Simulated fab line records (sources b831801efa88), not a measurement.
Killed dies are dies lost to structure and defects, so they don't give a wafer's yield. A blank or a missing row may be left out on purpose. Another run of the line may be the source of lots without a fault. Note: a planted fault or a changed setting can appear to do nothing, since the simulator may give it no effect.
Tool commonality check | flow sky130 | Sample size 11 lots and 33 wafers

WHY IT WAS OPENED
At SKY_SONOS_ONO_THK_MEAS_05 the reading SONOS_ONO_CVD_04_THK is flagged on 3 of 11 lots. No-fault wafers: 5.70 nm, standard deviation 0.11.
Rule: a lot is flagged in two cases, either no wafer of it has a number, or all its wafers with numbers fall more than 4 standard deviations from that mean. All remaining lots are regarded as sound.

lot  | measured     | on            | SONOS_ONO_CVD_04_THK (nm), wafer by wafer | flag
L800 | day 12 03:44 | film metro-04 | 5.62 5.60 5.56                            |
L801 | day 12 14:23 | film metro-04 | 5.84 5.78 5.74                            |
L802 | day 12 23:47 | film metro-03 | 5.83 5.87 5.87                            |
L807 | day 14 13:16 | film metro-01 | 5.90 5.71 5.90                            |
L806 | day 14 13:17 | film metro-03 | 5.66 5.83 5.78                            |
L808 | day 15 03:34 | film metro-01 | 8.22 8.23 8.25                            | FLAGGED
L809 | day 15 16:47 | film metro-04 | 8.39 8.45 8.35                            | FLAGGED
L810 | day 15 16:47 | film metro-01 | 8.40 8.35 8.45                            | FLAGGED
L819 | day 18 16:19 | film metro-03 | 5.54 5.69 5.71                            |
L820 | day 19 16:38 | film metro-01 | 5.86 5.87 5.98                            |
L821 | day 19 16:38 | film metro-04 | 5.78 5.88 5.78                            |
On average the flagged lots' numbers are 8.34 nm, which is +2.64 nm against the usual, or +24 standard deviations.

LOT BY LOT: THE TOOL USED
The record keeps 1 process step preceding the reading, out of 708 steps on the route. Every cell lists first the tool, next ch and the chambers used by the sampled wafers, and last the start.
lot  | flag    | SKY_SONOS_ONO_CVD_04
L800 |         | lpcvd-03 ch 1, day 12 02:28
L801 |         | lpcvd-03 ch 1, day 12 13:07
L802 |         | lpcvd-03 ch 1, day 12 22:30
L807 |         | lpcvd-03 ch 0, day 14 12:01
L806 |         | lpcvd-03 ch 0, day 14 12:01
L808 | FLAGGED | lpcvd-03 ch 1, day 15 02:18
L809 | FLAGGED | lpcvd-03 ch 1, day 15 15:32
L810 | FLAGGED | lpcvd-03 ch 0, day 15 15:32
L819 |         | lpcvd-03 ch 0, day 18 14:25
L820 |         | lpcvd-03 ch 1, day 19 15:23
L821 |         | lpcvd-03 ch 1, day 19 15:23
What is done by these steps:
- SKY_SONOS_ONO_CVD_04: deposits SiO2 from SiH4/N2O, target thk 5.7199 nm.
- SKY_SONOS_ONO_THK_MEAS_05

FLAGGED AGAINST TOTAL, ONE TOOL AT A TIME (gauges that did the reading follow at the end)
step                      | tool          | lots run | flagged | share of the flagged lots | sound lots run after its first flagged lot
SKY_SONOS_ONO_CVD_04      | lpcvd-03      | 11       | 3       | all                       | 3 (L819,L820,L821)
SKY_SONOS_ONO_THK_MEAS_05 | film metro-01 | 4        | 2       | some                      | 1 (L820)
SKY_SONOS_ONO_THK_MEAS_05 | film metro-03 | 3        | 0       | none                      | -
SKY_SONOS_ONO_THK_MEAS_05 | film metro-04 | 4        | 1       | some                      | 1 (L821)

WHAT IS ALLOWED BY THE TABLE
In the table, 1 row covers all flagged lots: lpcvd-03 at SKY_SONOS_ONO_CVD_04.
- lpcvd-03 at SKY_SONOS_ONO_CVD_04: 3 of its 11 lots flagged. After the first flagged lot (L819, L820, L821), sound lots still ran on it; a lasting fault on the whole tool would not permit that. Its own readings (spike tc bottom C, spike tc centre C, spike tc lower C, spike tc top C, spike tc upper C, susceptor temp C) fall more than 4 standard deviations out on all wafers of the flagged lots.
No row of the table ran every flagged lot and no sound lot after the first.

WHAT HAD BEEN PUT IN BY THE SIMULATOR
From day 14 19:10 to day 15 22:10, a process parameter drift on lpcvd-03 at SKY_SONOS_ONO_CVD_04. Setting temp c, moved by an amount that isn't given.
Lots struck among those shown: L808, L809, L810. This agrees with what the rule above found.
